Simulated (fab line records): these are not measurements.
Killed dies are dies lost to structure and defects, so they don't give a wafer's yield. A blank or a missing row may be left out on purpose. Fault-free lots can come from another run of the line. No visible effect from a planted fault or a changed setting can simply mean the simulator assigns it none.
Chamber matching -- flow gf180mcu -- GF_V1_ETCH_16 on rieDiel-02: 4 sister chambers
The step etches BARC in N2/H2. 8 wafers are shown with their chamber, then 7 later ones without.

## WAFERS WITH THEIR CHAMBER
wafer,chamber,drypumpMotorCurrentA (A),oesProductAu (a.u.)
L076.5,3,5.4,0.862
L082.1,3,5.4,0.860
L082.2,0,6.3,0.850
L086.3,2,6.3,0.863
L086.4,1,6.3,0.861
L086.5,1,6.3,0.852
L087.1,2,6.2,0.864
L087.2,0,6.3,0.859

## WAFERS WITH NO CHAMBER GIVEN
wafer,drypumpMotorCurrentA (A),oesProductAu (a.u.)
L087.4,5.4,0.860
L092.2,6.3,0.851
L092.5,5.5,0.855
L092.6,6.3,0.850
L095.2,6.3,0.867
L095.3,6.3,0.856
L095.5,6.3,0.852

## THE CHAMBER EACH PASSED THROUGH
wafer,from the rows above,in truth
L087.4,3,3
L092.2,can't be placed: 0 or 1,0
L092.5,3,3
L092.6,can't be placed: 0 or 1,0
L095.2,can't be placed: 2 or 1 or 0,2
L095.3,can't be placed: 1 or 0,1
L095.5,can't be placed: 0 or 1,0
Correctly placed: 2 of 7. Not placeable from these rows: 5 (in 5, the candidates include the true chamber). Wrongly placed: 0.
How it was worked out, from the rows above alone: a wafer's distance from a chamber is the root of the sum, over the readings, of the square of ((its reading less the chamber's mean) divided by the reading's scatter). The wafer belongs to the nearest chamber; if the next one is less than 2 further off, it can't be placed. Each chamber's mean is taken over the wafers shown for it. The scatter: take each reading less its chamber's mean, square it, sum over the shown wafers, divide by the number of wafers less the number of chambers, and take the root.
